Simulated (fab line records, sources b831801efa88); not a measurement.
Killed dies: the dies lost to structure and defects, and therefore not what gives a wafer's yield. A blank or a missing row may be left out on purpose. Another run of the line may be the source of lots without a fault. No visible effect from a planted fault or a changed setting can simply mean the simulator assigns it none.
Which tool was responsible? | flow sky130 | at 1 step of a route of 708, 8 lots with 24 wafers sampled

## WHAT EACH GAUGE READ, for each wafer
SKY_SONOS_ONO_OVL_MEAS_14.
lot  | measured     | on         | SONOS_ONO_OVL (nm)
L207 | day 12 12:58 | overlay-01 | 1.4 1.1 1.3
L208 | day 12 16:58 | overlay-01 | 1.2 1.5 1.6
L209 | day 13 00:48 | overlay-02 | 1.5 -0.2 0.7
L210 | day 13 09:01 | overlay-02 | -0.9 -1.5 0.3
L211 | day 13 20:11 | overlay-02 | 1.1 -0.3 -0.6
L212 | day 14 03:57 | overlay-01 | 0.1 -0.8 -0.1
L213 | day 14 13:02 | overlay-01 | -0.9 -0.6 -2.4
L214 | day 14 13:13 | overlay-01 | -0.9 -1.0 -1.6

## TOOL THAT RAN EACH LOT (tool first, then ch and the chambers of the sampled wafers, then the start)
Record: no process step prior to these readings.

## THE ANSWER, worked out from the rows above alone
Rule: what is usual is taken from the lots themselves. Put in order of their means at a reading, lots are off if they are a third of the lots or fewer, leave a main group of 4 or more, and stand apart from it by a gap of 3 or more times the standard deviation of the main group's means; of several such gaps the widest counts. The tables above print the reading to a certain number of digits; a main group whose means all agree to those digits is not used. A lot without any number at a reading at which 4 lots or more have one is off too. Where the step has rows for the other lots, those lots are counted as sound.
No lot is off on any of the readings shown, so nothing can be concluded from this.

## WHAT HAD BEEN PUT IN BY THE SIMULATOR
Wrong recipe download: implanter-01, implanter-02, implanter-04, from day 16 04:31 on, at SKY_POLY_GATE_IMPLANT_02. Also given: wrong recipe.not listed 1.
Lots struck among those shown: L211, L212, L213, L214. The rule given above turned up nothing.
